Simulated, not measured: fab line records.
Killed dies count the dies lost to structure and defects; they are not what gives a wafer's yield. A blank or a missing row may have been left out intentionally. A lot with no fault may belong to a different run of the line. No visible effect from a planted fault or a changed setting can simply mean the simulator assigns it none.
fab line records	flow gf180mcu
[record] lots = 7	wafers = 21	last_day = 34
route steps=602 shown V4@493 MIM@503
lots that met no fault: taken from a fault-free run of the same line
start_h: the number of hours between the record's first day and the start of the first shown wafer of the lot	wait_h: hours since the lot's step before	" unchanged from the row above	L1.1+2: a single row standing in for several wafers	- no value present, or no start provided	* or withheld: withheld	< > ~ a bound
route shown NAME@n: NAME is a module with steps in the file, n the number in the route of the first one	usual: the fault-free wafers' mean and standard deviation	same: alike in all rows	chamber/n: place in a boat	sites: readings site by site	_std_site: standard deviation of those values	_edge_site: outer sites' mean less inner sites'	radius_mm: how far each site lies from the wafer's centre	mask NAME#n: copy n	behind: the last tool/chamber to shape the wafer	hold: why the lot was held/for how many hours/how that ended	device: transistor that didn't switch, given as n, p or np	end of line: the same wafers' tests at the end of the route	for a step that has no rows: nothing shown but its recipe	killed: at the first sort, the dies lost to defects and structure; wafer yield is something else	map: per-die view of a wafer (x killed, . not killed, _ where there is no die)
set.NAME: the run value of the setting; set.NAME@STEP: its run value at that earlier step	model.NAME: the simulator's own value behind a step, which no gauge read
certain route steps with their lots: each step a table, each wafer a row
services: when a tool's chamber went out of use (start_h, in hours from the record's first day, below 0 if earlier), for how many hours, and the reason
[[steps]]
[step GF_V4_ETCH_17]
[recipe] chemistry = C4F8/O2/Ar	mask_material = KrF	target = SiO2	stop_on = TiN	source_w = 1500	bias_w = 1200	pressure_mtorr = 40	c4f8_flow_sccm = withheld	O2_flow_sccm = 6	Ar_flow_sccm = 300	time_s = withheld	target_depth_a = 6300
[usual] oes_product_au = 0.854/0.0048
lot.wafer	tool	chamber	start_h	wait_h	oes_product_au
L463.2	rie_diel-03	0	-	-	0.855
L463.4	"	0	"	"	0.854
L463.5	"	3	"	"	0.857
L467.1	rie_diel-01	1	-	-	0.859
L467.2	"	3	"	"	0.856
L467.4	"	2	"	"	0.861
L475.1	rie_diel-04	0	-	-	0.851
L475.2	"	3	"	"	0.849
L475.4	"	1	"	"	0.855
L476.1	rie_diel-04	3	-	-	0.854
L476.4	"	1	"	"	0.855
L476.6	"	2	"	"	0.856
L477.4	rie_diel-04	3	-	-	0.856
L477.5	"	2	"	"	0.853
L477.6	"	1	"	"	0.849
L479.3	rie_diel-04	1	-	-	0.850
L479.4	"	0	"	"	0.855
L479.6	"	2	"	"	0.853
L483.4	rie_diel-01	1	-	-	0.858
L483.5	"	1	"	"	0.854
L483.6	"	0	"	"	0.851
[step GF_V4_STRIP_18]
[recipe] chemistry = O2/N2	power_w = 1400	pressure_mtorr = 1500	platen_temp_c = 250	o2_flow_sccm = 3000	n2_flow_sccm = 300	overash_fraction = 0.5
[step GF_V4_STRIP_19]
[recipe] chemistry = post_etch_residue_remover	time_s = 1200	temp_c = 72.5
[step GF_V4_CLEAN_20]
[recipe] chemistry = DIW	dry = n2_spin
[step GF_V4_SPUTTER_21]
[recipe] material = Ti	target_thk_nm = 15	chamber_pressure_pa = 5	power_w = 2500	substrate_temp_c = 200	time_s = 80.02
[usual] cathode_dc_power_W = 2500.0/0.43	chamber_pressure_pa = 5.000/0.011	substrate_temp_c = 199.99/0.17	throttle_valve_pct = 30.4/1.3
lot.wafer	tool	chamber	start_h	wait_h	cathode_dc_power_W	chamber_pressure_pa	substrate_temp_c	throttle_valve_pct
L463.2	pvd_sputter-03	-	580.23	0.0	2500.0	4.990	199.96	30.1
L463.4	"	-	"	"	2500.0	5.004	200.09	30.7
L463.5	"	-	"	"	2499.4	4.986	199.96	30.0
L467.1	pvd_sputter-02	-	614.58	0.0	2500.4	4.993	200.18	31.1
L467.2	"	-	"	"	2500.1	4.997	199.66	28.9
L467.4	"	-	"	"	2499.8	4.999	200.02	31.1
L475.1	pvd_sputter-01	-	682.59	0.0	2499.8	5.010	199.82	28.6
L475.2	"	-	"	"	2500.1	4.994	200.12	30.5
L475.4	"	-	"	"	2499.9	5.020	200.19	29.2
L476.1	pvd_sputter-03	-	686.80	0.0	2499.9	4.996	200.18	29.1
L476.4	"	-	"	"	2500.5	5.012	199.88	32.9
L476.6	"	-	"	"	2500.7	5.016	199.93	30.4
L477.4	pvd_sputter-01	-	689.23	0.0	2500.2	5.012	200.23	28.3
L477.5	"	-	"	"	2499.8	4.994	199.94	30.3
L477.6	"	-	"	"	2500.9	5.018	200.34	28.2
L479.3	pvd_sputter-03	-	701.25	0.0	2500.7	5.004	199.96	30.3
L479.4	"	-	"	"	2500.6	4.996	200.04	29.0
L479.6	"	-	"	"	2500.0	4.995	199.93	29.2
L483.4	pvd_sputter-03	-	724.07	0.0	2500.7	5.000	200.05	30.4
L483.5	"	-	"	"	2499.9	4.999	200.02	29.0
L483.6	"	-	"	"	2499.9	4.987	199.80	30.3
[step GF_V4_SPUTTER_22]
[recipe] material = TiN	target_thk_nm = 10	chamber_pressure_pa = 5	power_w = 4000	time_s = 40
[usual] cathode_dc_power_W = 4000.0/0.69	chamber_pressure_pa = 4.999/0.01	throttle_valve_pct = 30.4/1.3
lot.wafer	tool	chamber	start_h	wait_h	cathode_dc_power_W	chamber_pressure_pa	throttle_valve_pct
L463.2	pvd_sputter-03	-	580.29	0.0	3999.3	4.987	29.9
L463.4	"	-	"	"	3999.6	4.995	30.5
L463.5	"	-	"	"	4000.5	4.986	30.2
L467.1	pvd_sputter-02	-	614.64	0.0	4000.1	4.997	31.0
L467.2	"	-	"	"	4000.5	4.990	28.8
L467.4	"	-	"	"	4001.2	4.987	31.1
L475.1	pvd_sputter-01	-	682.65	0.0	4000.2	4.994	28.6
L475.2	"	-	"	"	4000.5	4.995	30.4
L475.4	"	-	"	"	4000.2	4.999	29.6
L476.1	pvd_sputter-03	-	686.86	0.0	4000.0	5.011	29.0
L476.4	"	-	"	"	4000.7	4.999	32.6
L476.6	"	-	"	"	3999.5	5.000	30.3
L477.4	pvd_sputter-01	-	689.29	0.0	3999.1	5.007	28.8
L477.5	"	-	"	"	4000.8	5.015	30.6
L477.6	"	-	"	"	3998.9	5.008	28.6
L479.3	pvd_sputter-03	-	701.31	0.0	4000.6	4.984	30.5
L479.4	"	-	"	"	4001.1	5.004	29.0
L479.6	"	-	"	"	4000.3	5.013	29.2
L483.4	pvd_sputter-03	-	724.13	0.0	4000.9	4.999	30.3
L483.5	"	-	"	"	4000.2	5.006	29.0
L483.6	"	-	"	"	4000.7	4.990	30.5
[step GF_V4_CVD_23]
[recipe] material = W	target_thk_nm = 350	time_s = 104.9	temp_c = 400	pressure_torr = 40
[usual] heater_power_w = 761/47	susceptor_temp_C = 399.99/0.21
lot.wafer	tool	chamber	start_h	wait_h	heater_power_w	susceptor_temp_C
L463.2	cvd_w-02	1	580.33	0.0	730	399.88
L463.4	"	0	"	"	813	399.79
L463.5	"	1	"	"	690	399.68
L467.1	cvd_w-02	1	614.68	0.0	687	400.17
L467.2	"	0	"	"	803	399.95
L467.4	"	1	"	"	691	400.21
L475.1	cvd_w-01	1	682.69	0.0	822	400.04
L475.2	"	0	"	"	736	400.01
L475.4	"	1	"	"	807	399.98
L476.1	cvd_w-02	1	686.90	0.0	689	399.76
L476.4	"	1	"	"	704	400.01
L476.6	"	0	"	"	797	400.29
L477.4	cvd_w-02	1	689.37	0.1	692	400.06
L477.5	"	0	"	"	823	400.46
L477.6	"	1	"	"	701	399.93
L479.3	cvd_w-01	1	701.39	0.1	821	399.96
L479.4	"	0	"	"	758	399.92
L479.6	"	0	"	"	749	400.04
L483.4	cvd_w-02	0	724.21	0.1	816	400.09
L483.5	"	0	"	"	779	399.98
L483.6	"	1	"	"	694	399.85
[step GF_V4_RS_MEAS_24]
[recipe] thk_meas_gauge = four-point-probe	reads = W_of_V4_CVD_23+TiN_of_V4_SPUTTER_22+Ti_of_V4_SPUTTER_21
[usual] V4_W_RS = 0.324/0.005
lot.wafer	tool	chamber	start_h	wait_h	V4_W_RS[ohm/sq]
L463.2	film_metro-03	-	580.46	0.1	0.323
L463.4	"	-	"	"	0.316
L463.5	"	-	"	"	0.322
L467.1	film_metro-01	-	614.79	0.1	0.330
L467.2	"	-	"	"	0.320
L467.4	"	-	"	"	0.326
L475.1	film_metro-01	-	682.80	0.1	0.322
L475.2	"	-	"	"	0.325
L475.4	"	-	"	"	0.321
L476.1	film_metro-02	-	687.01	0.1	0.329
L476.4	"	-	"	"	0.331
L476.6	"	-	"	"	0.318
L477.4	film_metro-01	-	689.51	0.1	0.334
L477.5	"	-	"	"	0.323
L477.6	"	-	"	"	0.336
L479.3	film_metro-02	-	701.50	0.1	0.326
L479.4	"	-	"	"	0.323
L479.6	"	-	"	"	0.321
L483.4	film_metro-03	-	724.34	0.1	0.316
L483.5	"	-	"	"	0.313
L483.6	"	-	"	"	0.333
[step GF_V4_THK_MEAS_25]
[recipe] thk_meas_gauge = xrf	reads = W_of_V4_CVD_23
[usual] V4_W_THK = 359/6
lot.wafer	tool	chamber	start_h	wait_h	V4_W_THK[nm]
L463.2	film_metro-03	-	580.57	0.1	354
L463.4	"	-	"	"	366
L463.5	"	-	"	"	359
L467.1	film_metro-01	-	614.91	0.1	352
L467.2	"	-	"	"	365
L467.4	"	-	"	"	358
L475.1	film_metro-01	-	682.92	0.1	363
L475.2	"	-	"	"	359
L475.4	"	-	"	"	363
L476.1	film_metro-02	-	687.13	0.1	356
L476.4	"	-	"	"	352
L476.6	"	-	"	"	368
L477.4	film_metro-01	-	689.60	0.1	348
L477.5	"	-	"	"	360
L477.6	"	-	"	"	350
L479.3	film_metro-02	-	701.60	0.1	356
L479.4	"	-	"	"	357
L479.6	"	-	"	"	360
L483.4	film_metro-03	-	724.43	0.1	370
L483.5	"	-	"	"	369
L483.6	"	-	"	"	351
[step GF_V4_CMP_26]
[recipe] stop_on = SiO2	down_force_psi = 3.5	platen_rpm = 60	t_overpolish_s = 15	target_thk_nm = 0	pad_velocity_m_s = 0.94248
[step GF_MIM_SPUTTER_00]
[recipe] material = Ti	target_thk_nm = 37.5	arriving_ion_energy_ev = 80	substrate_temp_c = 200	chamber_pressure_pa = 2	power_w = 4000	time_s = 150
[usual] cathode_dc_power_W = 3999.9/0.73	chamber_pressure_pa = 2.000/0.0044	substrate_temp_c = 199.99/0.16	throttle_valve_pct = 30.2/1.1
lot.wafer	tool	chamber	start_h	wait_h	cathode_dc_power_W	chamber_pressure_pa	substrate_temp_c	throttle_valve_pct
L463.2	pvd_sputter-04	-	580.92	0.2	3999.3	2.002	199.93	30.8
L463.4	"	-	"	"	4001.6	1.997	200.18	28.9
L463.5	"	-	"	"	4000.1	2.001	200.10	28.8
L467.1	pvd_sputter-03	-	615.27	0.1	3998.9	1.998	199.90	28.8
L467.2	"	-	"	"	4000.8	1.994	200.17	33.1
L467.4	"	-	"	"	3999.6	1.999	200.16	28.8
L475.1	pvd_sputter-04	-	683.28	0.1	3999.8	1.993	200.29	31.3
L475.2	"	-	"	"	4000.0	2.004	200.17	30.3
L475.4	"	-	"	"	4000.2	2.000	199.90	31.7
L476.1	pvd_sputter-03	-	687.49	0.1	3997.6	2.009	199.81	30.5
L476.4	"	-	"	"	4000.1	1.998	200.19	30.4
L476.6	"	-	"	"	3998.7	2.000	199.99	29.3
L477.4	pvd_sputter-03	-	689.93	0.2	4000.3	2.006	200.10	30.6
L477.5	"	-	"	"	3999.9	1.996	200.35	28.9
L477.6	"	-	"	"	4000.5	1.998	199.95	30.1
L479.3	pvd_sputter-04	-	701.94	0.1	3999.4	2.002	199.95	31.1
L479.4	"	-	"	"	4000.6	2.003	199.90	30.4
L479.6	"	-	"	"	3999.4	1.997	199.89	29.0
L483.4	pvd_sputter-04	-	724.81	0.1	4000.2	1.998	199.99	28.7
L483.5	"	-	"	"	3999.8	1.998	199.95	31.1
L483.6	"	-	"	"	3999.6	1.996	200.08	31.4
[step GF_MIM_SPUTTER_01]
[recipe] material = TiN	target_thk_nm = 30	power_w = 6500	time_s = 25	chamber_pressure_pa = 0.4
[step GF_MIM_SPUTTER_02]
[recipe] material = AlCu	target_thk_nm = 450	power_w = 10600	time_s = 23.9	chamber_pressure_pa = 0.4
[usual] cathode_dc_power_W = 10600/2	chamber_pressure_pa = 0.4001/0.00079	throttle_valve_pct = 30.1/1.1
lot.wafer	tool	chamber	start_h	wait_h	cathode_dc_power_W	chamber_pressure_pa	throttle_valve_pct
L463.2	pvd_sputter-04	-	581.07	0.0	10602	0.3986	30.9
L463.4	"	-	"	"	10599	0.4011	28.8
L463.5	"	-	"	"	10603	0.4010	28.9
L467.1	pvd_sputter-03	-	615.40	0.0	10601	0.4005	29.0
L467.2	"	-	"	"	10600	0.4000	32.9
L467.4	"	-	"	"	10595	0.4008	29.1
L475.1	pvd_sputter-04	-	683.42	0.0	-	-	-
L475.2	"	-	"	"	-	-	-
L475.4	"	-	"	"	-	-	-
L476.1	pvd_sputter-03	-	687.62	0.0	-	-	-
L476.4	"	-	"	"	-	-	-
L476.6	"	-	"	"	-	-	-
L477.4	pvd_sputter-03	-	690.06	0.0	-	-	-
L477.5	"	-	"	"	-	-	-
L477.6	"	-	"	"	-	-	-
L479.3	pvd_sputter-04	-	702.07	0.0	10594	0.4005	31.7
L479.4	"	-	"	"	10602	0.3996	30.3
L479.6	"	-	"	"	10599	0.3999	29.1
L483.4	pvd_sputter-04	-	724.91	0.0	10597	0.4003	28.8
L483.5	"	-	"	"	10597	0.4010	31.7
L483.6	"	-	"	"	10597	0.4005	31.2
[step GF_MIM_SPUTTER_03]
[recipe] material = Ti	target_thk_nm = 10	substrate_temp_c = 300	chamber_pressure_pa = 0.3	power_w = 3000	time_s = 6.7
[[services]]
tool	chamber	start_h	hours	kind
rie_diel-03	1	567.43	4.9	repair
rie_diel-01	1	569.49	3.7	repair
rie_diel-03	1	572.34	-	clean
rie_diel-03	1	572.34	38.3	scheduled_down
rie_diel-03	1	572.34	38.3	vent_cycle
rie_diel-03	2	593.03	36.8	repair
rie_diel-01	1	594.67	5.9	repair
pvd_sputter-01	-	607.61	1.4	repair
pvd_sputter-04	-	609.45	2.5	repair
rie_diel-04	-	615.36	2.8	pm
pvd_sputter-03	-	632.72	5.4	repair
cvd_w-01	-	671.31	3.8	pm
rie_diel-04	0	682.11	18.3	repair
cvd_w-01	-	692.47	1.8	repair
rie_diel-04	3	707.74	5.8	repair
rie_diel-03	1	710.63	5.4	repair
rie_diel-04	3	713.59	-	clean
rie_diel-04	3	713.59	17.4	scheduled_down
rie_diel-04	3	713.59	17.4	vent_cycle
[[key]]
[first_sign] step = GF_MIM_SPUTTER_02	reading = tool_record	direction = missing
effect none on later readings
met_at GF_MIM_SPUTTER_02
struck_wafers L475.1,L475.2,L475.4,L476.1,L476.4,L476.6,L477.4,L477.5,L477.6
later_rows_left_out L475.1,L475.2,L475.4,L476.1,L476.4,L476.6,L477.4,L477.5,L477.6
sort_left_out L475.1,L475.2,L475.4,L476.1,L476.4,L476.6,L477.4,L477.5,L477.6
onset_between 615.40 683.42
[fault] kind = skipped_step_whole	tool = pvd_sputter-03,pvd_sputter-04	chamber = -	onset_h = 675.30	steps = GF_MIM_SPUTTER_02	scope = struck_lots_only
// sort_left_out: the simulated sort isn't trusted on such a fault, so these wafers' sort isn't shown, and their yield isn't known
// later_rows_left_out: the simulator's readings of these wafers behind a module that went badly wrong aren't trusted and aren't shown, but for the sort
